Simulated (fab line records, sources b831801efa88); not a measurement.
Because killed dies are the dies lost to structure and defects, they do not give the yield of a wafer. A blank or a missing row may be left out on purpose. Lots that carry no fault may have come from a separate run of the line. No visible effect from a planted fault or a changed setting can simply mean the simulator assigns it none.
fab line records | flow sky130
record lots=13 | wafers=39 | lastDay=50
route steps=708 shown NWELL@65 GATE_OXIDE@197 POLY_GATE@235 LI_CONTACT@386
lots with no fault: from the same line, run without faults
startH: hours from the record's first day to the start of the lot's first wafer shown | waitH: hours since the lot's step before | " same as the row above | L1.1+2: several wafers, shown together as one row | - either no value or no given start | * or withheld: withheld | < > ~ a bound
route shown NAME@n: a module of which the file shows steps, and the number in the route of the first | usual: mean/standard deviation taken from wafers without a fault | same: alike in all rows | chamber/n: place in a boat | sites: readings site by site | _std_site: standard deviation across them | _edge_site: outer sites' mean less inner sites' | radiusMm: how far each site lies from the wafer's centre | mask NAME#n: copy n | behind: the most recent tool/chamber to have shaped the wafer | hold: the reason the lot was held/the length of the hold in hours/how it ended | device: names the non-switching transistor (n, p or np) | end of line: at the end of the route, the tests of the same wafers | where a step has no rows: the recipe by itself | killed: count of dies lost to structure and defects at first sort (not the wafer's yield) | map: a wafer's dies, marking killed ones x, the rest . and places with no die _
set.NAME: the setting the step ran with; set.NAME@STEP: the setting that earlier step ran with | model.NAME: the simulator's own value behind a step, which no gauge read
a sample of lots followed through the steps of the route, with each step as a table and each wafer as a row
services: from which hour (startH, from the record's first day; less than 0 if before it) a tool's chamber was out of use, for how many hours, and why
## steps
# step SKY_NWELL_IMPLANT_12
# recipe species=P | energyKev=120 | doseCm2=1.3e+12 | tiltDeg=withheld
lot.wafer  | tool         | chamber | startH | waitH
L340.1+2+3 | implanter-04 | 0       | 90.55  | 0.1
L341.2+3+6 | implanter-01 | 0       | 93.13  | 0.1
L342.2+3+5 | implanter-04 | 0       | 99.97  | 1.2
L343.4+5+6 | implanter-02 | 0       | 104.12 | 0.1
L343.4+5+6 | implanter-02 | 0       | 104.43 | 0.3
L347.3+4+6 | implanter-02 | 0       | 132.80 | 0.1
L349.2+3+4 | implanter-01 | 0       | 142.97 | 0.1
L352.2+3+4 | implanter-04 | 0       | 160.72 | 0.1
L352.2+3+4 | implanter-04 | 0       | 161.03 | 0.3
L354.2+5+6 | implanter-02 | 0       | 174.42 | 0.1
L354.2+5+6 | implanter-02 | 0       | 174.73 | 0.3
L357.1+2+4 | implanter-04 | 0       | 190.70 | 0.1
L359.3+4+5 | implanter-02 | 0       | 204.40 | 0.1
L360.3+5+6 | implanter-02 | 0       | 210.34 | 0.1
L361.1+3+5 | implanter-02 | 0       | 220.59 | 0.1
L362.1+5+6 | implanter-04 | 0       | 226.10 | 0.1
# step SKY_NWELL_RS_MEAS_29
# recipe thkMeasGauge=four-point-probe
# usual NWELL_RS=625.5/1.6
lot.wafer | tool         | chamber | startH | waitH | NWELL_RS[ohm/sq]
L340.1    | filmMetro-02 | -       | 108.72 | 0.1   | 624.7
L340.2    | "            | -       | "      | "     | 625.0
L340.3    | "            | -       | "      | "     | 626.5
L341.2    | filmMetro-04 | -       | 110.93 | 0.1   | 627.2
L341.3    | "            | -       | "      | "     | 624.2
L341.6    | "            | -       | "      | "     | 625.0
L342.2    | filmMetro-04 | -       | 118.87 | 0.1   | 623.6
L342.3    | "            | -       | "      | "     | 625.2
L342.5    | "            | -       | "      | "     | 626.1
L343.4    | filmMetro-02 | -       | 123.26 | 0.1   | 593.9
L343.5    | "            | -       | "      | "     | 594.5
L343.6    | "            | -       | "      | "     | 594.9
L347.3    | filmMetro-04 | -       | 153.44 | 0.1   | 624.1
L347.4    | "            | -       | "      | "     | 623.5
L347.6    | "            | -       | "      | "     | 624.8
L349.2    | filmMetro-02 | -       | 163.48 | 0.1   | 627.2
L349.3    | "            | -       | "      | "     | 626.2
L349.4    | "            | -       | "      | "     | 626.8
L352.2    | filmMetro-02 | -       | 181.32 | 0.1   | 595.1
L352.3    | "            | -       | "      | "     | 595.4
L352.4    | "            | -       | "      | "     | 596.1
L354.2    | filmMetro-04 | -       | 195.87 | 0.1   | 593.5
L354.5    | "            | -       | "      | "     | 594.9
L354.6    | "            | -       | "      | "     | 594.9
L357.1    | filmMetro-02 | -       | 213.21 | 0.1   | 627.0
L357.2    | "            | -       | "      | "     | 625.7
L357.4    | "            | -       | "      | "     | 625.1
L359.3    | filmMetro-01 | -       | 227.54 | 0.1   | 625.9
L359.4    | "            | -       | "      | "     | 625.9
L359.5    | "            | -       | "      | "     | 625.0
L360.3    | filmMetro-04 | -       | 234.00 | 0.1   | 622.6
L360.5    | "            | -       | "      | "     | 623.4
L360.6    | "            | -       | "      | "     | 625.4
L361.1    | filmMetro-04 | -       | 245.40 | 0.1   | 625.6
L361.3    | "            | -       | "      | "     | 626.2
L361.5    | "            | -       | "      | "     | 625.1
L362.1    | filmMetro-02 | -       | 250.26 | 0.1   | 627.6
L362.5    | "            | -       | "      | "     | 626.5
L362.6    | "            | -       | "      | "     | 627.2
# step SKY_GATE_OXIDE_OVL_MEAS_10
# usual GATE_OXIDE_OVL=0.0/1.2
lot.wafer | tool       | chamber | startH | waitH | GATE_OXIDE_OVL[nm]
L340.1    | overlay-02 | -       | 318.41 | 0.1   | 0.6
L340.2    | "          | -       | "      | "     | 0.4
L340.3    | "          | -       | "      | "     | 0.4
L341.2    | overlay-01 | -       | 318.71 | 0.1   | 0.0
L341.3    | "          | -       | "      | "     | -1.9
L341.6    | "          | -       | "      | "     | -0.1
L342.2    | overlay-01 | -       | 335.07 | 0.1   | -1.0
L342.3    | "          | -       | "      | "     | 0.8
L342.5    | "          | -       | "      | "     | -0.6
L343.4    | overlay-02 | -       | 346.87 | 0.1   | 1.4
L343.5    | "          | -       | "      | "     | 1.2
L343.6    | "          | -       | "      | "     | 1.5
L347.3    | overlay-01 | -       | 383.07 | 0.1   | -0.9
L347.4    | "          | -       | "      | "     | 0.4
L347.6    | "          | -       | "      | "     | -0.8
L349.2    | overlay-01 | -       | 397.76 | 0.1   | 2.6
L349.3    | "          | -       | "      | "     | 1.6
L349.4    | "          | -       | "      | "     | 0.6
L352.2    | overlay-02 | -       | 424.31 | 0.1   | 0.3
L352.3    | "          | -       | "      | "     | -0.6
L352.4    | "          | -       | "      | "     | 0.1
L354.2    | overlay-01 | -       | 435.91 | 0.1   | -1.4
L354.5    | "          | -       | "      | "     | -1.4
L354.6    | "          | -       | "      | "     | -0.7
L357.1    | overlay-01 | -       | 458.05 | 0.1   | -0.5
L357.2    | "          | -       | "      | "     | 1.9
L357.4    | "          | -       | "      | "     | -0.5
L359.3    | overlay-02 | -       | 475.32 | 0.1   | -0.2
L359.4    | "          | -       | "      | "     | 1.3
L359.5    | "          | -       | "      | "     | 2.0
L360.3    | overlay-02 | -       | 487.17 | 0.1   | -0.9
L360.5    | "          | -       | "      | "     | 1.8
L360.6    | "          | -       | "      | "     | 0.3
L361.1    | overlay-01 | -       | 511.16 | 0.1   | 0.6
L361.3    | "          | -       | "      | "     | 1.9
L361.5    | "          | -       | "      | "     | 0.8
L362.1    | overlay-01 | -       | 511.80 | 0.1   | -0.9
L362.5    | "          | -       | "      | "     | 0.3
L362.6    | "          | -       | "      | "     | -0.6
# step SKY_POLY_GATE_THK_MEAS_21
# recipe reads=SiO2_of_POLY_GATE_OXIDATION_20
# usual POLY_GATE_OXIDATION_THK=4.00/0.076
lot.wafer | tool         | chamber | startH | waitH | POLY_GATE_OXIDATION_THK[nm]
L340.1    | filmMetro-04 | -       | 386.33 | 0.0   | 4.04
L340.2    | "            | -       | "      | "     | 4.00
L340.3    | "            | -       | "      | "     | 4.09
L341.2    | filmMetro-03 | -       | 386.34 | 0.0   | 4.05
L341.3    | "            | -       | "      | "     | 4.04
L341.6    | "            | -       | "      | "     | 4.09
L342.2    | filmMetro-02 | -       | 409.09 | 0.0   | 4.02
L342.3    | "            | -       | "      | "     | 4.00
L342.5    | "            | -       | "      | "     | 3.92
L343.4    | filmMetro-03 | -       | 416.73 | 0.0   | 3.93
L343.5    | "            | -       | "      | "     | 3.89
L343.6    | "            | -       | "      | "     | 3.96
L347.3    | filmMetro-03 | -       | 449.32 | 0.0   | 3.86
L347.4    | "            | -       | "      | "     | 3.87
L347.6    | "            | -       | "      | "     | 3.93
L349.2    | filmMetro-02 | -       | 478.83 | 0.0   | 3.94
L349.3    | "            | -       | "      | "     | 3.99
L349.4    | "            | -       | "      | "     | 3.99
L352.2    | filmMetro-03 | -       | 494.19 | 0.0   | 3.94
L352.3    | "            | -       | "      | "     | 3.97
L352.4    | "            | -       | "      | "     | 3.96
L354.2    | filmMetro-03 | -       | 503.32 | 0.0   | 4.01
L354.5    | "            | -       | "      | "     | 4.05
L354.6    | "            | -       | "      | "     | 4.06
L357.1    | filmMetro-03 | -       | 526.07 | 0.0   | 3.91
L357.2    | "            | -       | "      | "     | 3.97
L357.4    | "            | -       | "      | "     | 3.92
L359.3    | filmMetro-03 | -       | 542.27 | 0.0   | 4.03
L359.4    | "            | -       | "      | "     | 4.06
L359.5    | "            | -       | "      | "     | 4.00
L360.3    | filmMetro-04 | -       | 553.89 | 0.0   | 4.07
L360.5    | "            | -       | "      | "     | 3.92
L360.6    | "            | -       | "      | "     | 3.96
L361.1    | filmMetro-02 | -       | 577.13 | 0.0   | 4.04
L361.3    | "            | -       | "      | "     | 4.17
L361.5    | "            | -       | "      | "     | 4.13
L362.1    | filmMetro-03 | -       | 578.70 | 0.0   | 4.04
L362.5    | "            | -       | "      | "     | 4.13
L362.6    | "            | -       | "      | "     | 4.12
# step SKY_LI_CONTACT_CMP_24
# recipe stopOn=PSG | tOverpolishS=20 | downForcePsi=3.5 | platenRpm=60 | targetThkNm=0 | padVelocityMS=0.94248
# usual motorCurrentA=10.7/0.98 | overpolishRunS=20.001/0.0092 | timeToEndpointS=95/3.7
lot.wafer | tool   | chamber | startH | waitH | motorCurrentA | overpolishRunS | timeToEndpointS
L341.2    | cmp-02 | 1       | 688.53 | 0.1   | 10.9          | 19.990         | 100
L341.3    | "      | 3       | "      | "     | 9.9           | 20.000         | 94
L341.6    | "      | 1       | "      | "     | 10.9          | 20.008         | 95
L340.3    | cmp-01 | 0       | 690.53 | 0.0   | 10.5          | 19.998         | 100
L340.2    | "      | 1       | "      | "     | 11.7          | 19.995         | 101
L340.1    | "      | 3       | "      | "     | 11.7          | 20.007         | 92
L343.4    | cmp-02 | 3       | 715.08 | 0.0   | 9.6           | 19.992         | 95
L343.5    | "      | 3       | "      | "     | 9.4           | 19.996         | 91
L343.6    | "      | 0       | "      | "     | 11.0          | 20.017         | 93
L342.3    | cmp-02 | 1       | 721.33 | 0.0   | 11.3          | 20.020         | 99
L342.2    | "      | 3       | "      | "     | 9.8           | 20.008         | 95
L342.5    | "      | 2       | "      | "     | 9.2           | 20.004         | 92
L347.4    | cmp-01 | 2       | 750.71 | 0.0   | 11.3          | 20.008         | 95
L347.3    | "      | 3       | "      | "     | 11.9          | 20.017         | 89
L347.6    | "      | 2       | "      | "     | 11.8          | 20.007         | 95
L349.3    | cmp-01 | 2       | 773.60 | 0.0   | 11.3          | 19.989         | 96
L349.2    | "      | 3       | "      | "     | 11.4          | 19.999         | 91
L349.4    | "      | 0       | "      | "     | 10.4          | 19.997         | 100
L352.3    | cmp-02 | 2       | 791.48 | 0.0   | 8.6           | 19.997         | 90
L352.4    | "      | 0       | "      | "     | 11.5          | 19.999         | 92
L352.2    | "      | 1       | "      | "     | 11.0          | 20.008         | 93
L354.2    | cmp-02 | 2       | 796.95 | 0.2   | 8.9           | 20.002         | 91
L354.6    | "      | 3       | "      | "     | 9.6           | 20.000         | 96
L354.5    | "      | 0       | "      | "     | 11.0          | 20.006         | 97
L357.4    | cmp-01 | 0       | 818.99 | 0.3   | 11.0          | 19.991         | 96
L357.2    | "      | 1       | "      | "     | 12.0          | 19.989         | 101
L357.1    | "      | 3       | "      | "     | 10.8          | 19.997         | 88
L359.3    | cmp-02 | 3       | 832.12 | 0.1   | 9.9           | 19.991         | 91
L359.4    | "      | 1       | "      | "     | 11.2          | 19.989         | 97
L359.5    | "      | 2       | "      | "     | 8.6           | 20.004         | 90
L360.3    | cmp-02 | 1       | 842.68 | 0.1   | 11.4          | 20.014         | 96
L360.5    | "      | 3       | "      | "     | 10.1          | 19.993         | 92
L360.6    | "      | 0       | "      | "     | 11.2          | 19.999         | 92
L361.3    | cmp-01 | 1       | 862.39 | 0.1   | 11.8          | 19.996         | 97
L361.1    | "      | 3       | "      | "     | 11.1          | 20.001         | 89
L361.5    | "      | 0       | "      | "     | 10.6          | 19.993         | 97
L362.1    | cmp-02 | 2       | 866.58 | 0.1   | 8.7           | 20.002         | 96
L362.6    | "      | 2       | "      | "     | 8.9           | 20.004         | 94
L362.5    | "      | 3       | "      | "     | 9.7           | 20.013         | 100
## services
tool         | chamber | startH | hours | kind
cmp-02       | -       | 98.75  | 1.3   | repair
implanter-02 | -       | 154.95 | 15.8  | pm
cmp-02       | -       | 161.85 | 4.8   | pm
cmp-02       | -       | 179.18 | 3.4   | repair
implanter-02 | -       | 185.27 | 1.6   | repair
cmp-02       | -       | 227.66 | 6.8   | pm
cmp-02       | -       | 235.34 | 5.7   | repair
cmp-02       | -       | 347.32 | 10.5  | pm
implanter-02 | -       | 365.70 | 5.6   | pm
implanter-02 | -       | 375.50 | 4.1   | repair
cmp-02       | -       | 397.18 | 0.3   | repair
implanter-02 | -       | 402.04 | 5.0   | repair
cmp-02       | -       | 404.00 | 4.0   | pm
cmp-02       | -       | 420.18 | 2.5   | repair
cmp-02       | -       | 485.14 | 1.6   | repair
implanter-02 | -       | 500.77 | 5.9   | pm
implanter-02 | -       | 519.02 | 1.9   | repair
cmp-02       | -       | 555.59 | 2.1   | repair
implanter-02 | -       | 585.96 | 0.7   | repair
cmp-02       | -       | 596.66 | 6.9   | pm
implanter-02 | -       | 617.39 | 8.2   | repair
implanter-02 | -       | 625.79 | 0.6   | repair
cmp-02       | -       | 630.58 | 2.9   | repair
implanter-02 | -       | 726.07 | 1.1   | repair
## key
firstSign step=SKY_NWELL_IMPLANT_12 | reading=visit | direction=added
effect step=SKY_NWELL_RS_MEAS_29 | reading=NWELL_RS | direction=down | sigmas=19 | usual=625.5 | struck=594.8
metAt SKY_NWELL_IMPLANT_12
struckLots L343,L352,L354
testerLeftOut L343,L352,L354
notActingAt SKY_GATE_OXIDE_OVL_MEAS_10,SKY_POLY_GATE_THK_MEAS_21,SKY_LI_CONTACT_CMP_24
fault kind=repeatedStepWhole | tool=implanter-01,implanter-02,implanter-04 | chamber=- | onsetH=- | steps=SKY_NWELL_IMPLANT_12 | times=1 | scope=struckLotsOnly
# testerLeftOut: of these lots the tester's yield and bins aren't shown, on N5 and GAA mostly nor the transistor test; their killed dies are dies lost to structure and defects alone, not to doping, threshold or leakage, so they don't give the yield
